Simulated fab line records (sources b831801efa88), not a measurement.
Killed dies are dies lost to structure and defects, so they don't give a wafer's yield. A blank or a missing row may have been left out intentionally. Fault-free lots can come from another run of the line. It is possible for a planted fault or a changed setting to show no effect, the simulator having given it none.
Which of the tools did it? || flow gf180mcu || 11 lots with 33 wafers sampled at 5 steps, on a route of 602 steps

== WHAT THE GAUGES SHOWED, per wafer ==
GF_V4_THK_MEAS_01. Usual: V4_CVD_00_THK typically reads 596 nm, with standard deviation 8.6.
{"lot": "L981", "measured": "day 25 12:25", "on": "film metro-02", "V4_CVD_00_THK (nm)": "591 600 592", "flag": ""}
{"lot": "L982", "measured": "day 25 22:08", "on": "film metro-01", "V4_CVD_00_THK (nm)": "597 591 602", "flag": ""}
{"lot": "L988", "measured": "day 28 16:29", "on": "film metro-01", "V4_CVD_00_THK (nm)": "602 585 603", "flag": ""}
{"lot": "L990", "measured": "day 28 21:35", "on": "film metro-01", "V4_CVD_00_THK (nm)": "581 602 587", "flag": ""}
{"lot": "L991", "measured": "day 29 03:06", "on": "film metro-03", "V4_CVD_00_THK (nm)": "594 600 600", "flag": ""}
{"lot": "L993", "measured": "day 29 15:47", "on": "film metro-03", "V4_CVD_00_THK (nm)": "596 581 581", "flag": ""}
{"lot": "L992", "measured": "day 29 17:27", "on": "film metro-03", "V4_CVD_00_THK (nm)": "599 609 600", "flag": ""}
{"lot": "L995", "measured": "day 29 23:04", "on": "film metro-03", "V4_CVD_00_THK (nm)": "595 604 603", "flag": ""}
{"lot": "L994", "measured": "day 30 02:45", "on": "film metro-02", "V4_CVD_00_THK (nm)": "590 597 594", "flag": ""}
{"lot": "L997", "measured": "day 30 16:10", "on": "film metro-01", "V4_CVD_00_THK (nm)": "594 593 603", "flag": ""}
{"lot": "L998", "measured": "day 30 19:22", "on": "film metro-01", "V4_CVD_00_THK (nm)": "599 590 593", "flag": ""}

GF_V4_THK_MEAS_25: measures by xrf. Usual: V4_W_THK typically reads 349 nm, with standard deviation 6.3.
{"lot": "L981", "measured": "day 26 11:43", "on": "film metro-03", "V4_W_THK (nm)": "353 349 346", "flag": ""}
{"lot": "L982", "measured": "day 26 20:12", "on": "film metro-03", "V4_W_THK (nm)": "348 344 355", "flag": ""}
{"lot": "L988", "measured": "day 29 13:12", "on": "film metro-01", "V4_W_THK (nm)": "353 349 344", "flag": ""}
{"lot": "L990", "measured": "day 29 18:15", "on": "film metro-02", "V4_W_THK (nm)": "340 344 345", "flag": ""}
{"lot": "L991", "measured": "day 30 00:49", "on": "film metro-02", "V4_W_THK (nm)": "347 351 347", "flag": ""}
{"lot": "L993", "measured": "day 30 12:26", "on": "film metro-01", "V4_W_THK (nm)": "343 350 347", "flag": ""}
{"lot": "L992", "measured": "day 30 13:53", "on": "film metro-03", "V4_W_THK (nm)": "350 361 350", "flag": ""}
{"lot": "L995", "measured": "day 30 19:17", "on": "film metro-03", "V4_W_THK (nm)": "353 346 346", "flag": ""}
{"lot": "L994", "measured": "day 30 22:43", "on": "film metro-01", "V4_W_THK (nm)": "367 355 367", "flag": ""}
{"lot": "L997", "measured": "day 31 11:12", "on": "film metro-01", "V4_W_THK (nm)": "359 360 348", "flag": ""}
{"lot": "L998", "measured": "day 31 14:03", "on": "film metro-01", "V4_W_THK (nm)": "363 352 363", "flag": ""}

GF_MIM_RS_MEAS_10: measures by four-point-probe. Usual: MIM_ALCU_RS typically reads 0.1606 ohm/sq, with standard deviation 0.0022.
{"lot": "L981", "measured": "day 26 12:29", "on": "film metro-01", "MIM_ALCU_RS (ohm/sq)": "0.1584 0.1588 0.1599 0.1586 0.1588 0.1601", "flag": ""}
{"lot": "L982", "measured": "day 26 20:58", "on": "film metro-01", "MIM_ALCU_RS (ohm/sq)": "0.1597 0.1607 0.1621 0.1600 0.1604 0.1618", "flag": ""}
{"lot": "L988", "measured": "day 29 13:58", "on": "film metro-04", "MIM_ALCU_RS (ohm/sq)": "0.1599 0.1592 0.1592", "flag": ""}
{"lot": "L990", "measured": "day 29 19:02", "on": "film metro-01", "MIM_ALCU_RS (ohm/sq)": "0.1626 0.1591 0.1607", "flag": ""}
{"lot": "L991", "measured": "day 30 01:36", "on": "film metro-01", "MIM_ALCU_RS (ohm/sq)": "0.1576 0.1598 0.1572", "flag": ""}
{"lot": "L993", "measured": "day 30 13:13", "on": "film metro-03", "MIM_ALCU_RS (ohm/sq)": "0.1607 0.1635 0.1598", "flag": ""}
{"lot": "L992", "measured": "day 30 14:51", "on": "film metro-04", "MIM_ALCU_RS (ohm/sq)": "0.1606 0.1619 0.1621", "flag": ""}
{"lot": "L995", "measured": "day 30 20:04", "on": "film metro-03", "MIM_ALCU_RS (ohm/sq)": "0.1615 0.1634 0.1632", "flag": ""}
{"lot": "L994", "measured": "day 30 23:31", "on": "film metro-03", "MIM_ALCU_RS (ohm/sq)": "0.1591 0.1567 0.1587", "flag": ""}
{"lot": "L997", "measured": "day 31 12:00", "on": "film metro-04", "MIM_ALCU_RS (ohm/sq)": "0.1603 0.1614 0.1636", "flag": ""}
{"lot": "L998", "measured": "day 31 14:50", "on": "film metro-01", "MIM_ALCU_RS (ohm/sq)": "0.1566 0.1546 0.1575", "flag": ""}

== TOOL THAT RAN EACH LOT (tool first, then ch and the chambers of the sampled wafers, then the start) ==
{"lot": "L981", "GF_V4_SPUTTER_22": "pvd sputter-04, day 26 11:26", "GF_MIM_SPUTTER_07": "pvd sputter-04, day 26 12:22"}
{"lot": "L982", "GF_V4_SPUTTER_22": "pvd sputter-04, day 26 19:56", "GF_MIM_SPUTTER_07": "pvd sputter-04, day 26 20:52"}
{"lot": "L988", "GF_V4_SPUTTER_22": "pvd sputter-04, day 29 12:56", "GF_MIM_SPUTTER_07": "pvd sputter-04, day 29 13:52"}
{"lot": "L990", "GF_V4_SPUTTER_22": "pvd sputter-04, day 29 17:58", "GF_MIM_SPUTTER_07": "pvd sputter-01, day 29 18:55"}
{"lot": "L991", "GF_V4_SPUTTER_22": "pvd sputter-04, day 30 00:32", "GF_MIM_SPUTTER_07": "pvd sputter-04, day 30 01:30"}
{"lot": "L993", "GF_V4_SPUTTER_22": "pvd sputter-04, day 30 12:10", "GF_MIM_SPUTTER_07": "pvd sputter-01, day 30 13:07"}
{"lot": "L992", "GF_V4_SPUTTER_22": "pvd sputter-02, day 30 13:36", "GF_MIM_SPUTTER_07": "pvd sputter-04, day 30 14:44"}
{"lot": "L995", "GF_V4_SPUTTER_22": "pvd sputter-04, day 30 19:01", "GF_MIM_SPUTTER_07": "pvd sputter-01, day 30 19:58"}
{"lot": "L994", "GF_V4_SPUTTER_22": "pvd sputter-04, day 30 22:25", "GF_MIM_SPUTTER_07": "pvd sputter-04, day 30 23:22"}
{"lot": "L997", "GF_V4_SPUTTER_22": "pvd sputter-04, day 31 10:55", "GF_MIM_SPUTTER_07": "pvd sputter-03, day 31 11:52"}
{"lot": "L998", "GF_V4_SPUTTER_22": "pvd sputter-03, day 31 13:47", "GF_MIM_SPUTTER_07": "pvd sputter-04, day 31 14:44"}
- GF_V4_SPUTTER_22: material TiN, target thk 10 nm, time 38.6 s.
- GF_MIM_SPUTTER_07: material TiN, target thk 60 nm, time 50 s.

== AS READ BY THE TOOLS THEMSELVES (means over the sampled wafers that have a number; for cases with no such wafer, the mark the record gives instead) ==
GF_V4_SPUTTER_22. Usual: throttle valve pct reads 30.4 % (standard deviation 1.1).
{"lot": "L981", "tool": "pvd sputter-04", "throttle valve pct (%)": 30.2, "flag": ""}
{"lot": "L982", "tool": "pvd sputter-04", "throttle valve pct (%)": 29.7, "flag": ""}
{"lot": "L988", "tool": "pvd sputter-04", "throttle valve pct (%)": 29.7, "flag": ""}
{"lot": "L990", "tool": "pvd sputter-04", "throttle valve pct (%)": 29.6, "flag": ""}
{"lot": "L991", "tool": "pvd sputter-04", "throttle valve pct (%)": 30.1, "flag": ""}
{"lot": "L993", "tool": "pvd sputter-04", "throttle valve pct (%)": 31.0, "flag": ""}
{"lot": "L992", "tool": "pvd sputter-02", "throttle valve pct (%)": 30.8, "flag": ""}
{"lot": "L995", "tool": "pvd sputter-04", "throttle valve pct (%)": 31.0, "flag": ""}
{"lot": "L994", "tool": "pvd sputter-04", "throttle valve pct (%)": 29.7, "flag": ""}
{"lot": "L997", "tool": "pvd sputter-04", "throttle valve pct (%)": 30.4, "flag": ""}
{"lot": "L998", "tool": "pvd sputter-03", "throttle valve pct (%)": 30.9, "flag": ""}

GF_MIM_SPUTTER_07. Usual: throttle valve pct reads 30.1 % (standard deviation 1.1).
{"lot": "L981", "tool": "pvd sputter-04", "throttle valve pct (%)": 29.6, "flag": ""}
{"lot": "L982", "tool": "pvd sputter-04", "throttle valve pct (%)": 29.2, "flag": ""}
{"lot": "L988", "tool": "pvd sputter-04", "throttle valve pct (%)": 30.9, "flag": ""}
{"lot": "L990", "tool": "pvd sputter-01", "throttle valve pct (%)": 29.5, "flag": ""}
{"lot": "L991", "tool": "pvd sputter-04", "throttle valve pct (%)": 30.2, "flag": ""}
{"lot": "L993", "tool": "pvd sputter-01", "throttle valve pct (%)": 30.1, "flag": ""}
{"lot": "L992", "tool": "pvd sputter-04", "throttle valve pct (%)": 30.5, "flag": ""}
{"lot": "L995", "tool": "pvd sputter-01", "throttle valve pct (%)": 29.8, "flag": ""}
{"lot": "L994", "tool": "pvd sputter-04", "throttle valve pct (%)": 30.3, "flag": ""}
{"lot": "L997", "tool": "pvd sputter-03", "throttle valve pct (%)": 32.0, "flag": ""}
{"lot": "L998", "tool": "pvd sputter-04", "throttle valve pct (%)": 30.7, "flag": ""}

== THE ANSWER, worked out from the rows above alone ==
Rule: a lot counts as off when the mean over its wafers that have a number is more than 3 standard deviations away from the usual mean. A lot without any number at a reading at which 4 lots or more have one is off too. Any other lot the step has rows for is counted as sound. The gauges are gone through in route order, then the tools' own readings, and for those a lot's mean is taken as printed above. The first step at which some lot is off is used, and at that step the reading that is off furthest; a lot without a number counts as furthest.
None of the lots is off at any reading shown; this tells nothing.

== WHAT THE SIMULATOR HAD PUT IN ==
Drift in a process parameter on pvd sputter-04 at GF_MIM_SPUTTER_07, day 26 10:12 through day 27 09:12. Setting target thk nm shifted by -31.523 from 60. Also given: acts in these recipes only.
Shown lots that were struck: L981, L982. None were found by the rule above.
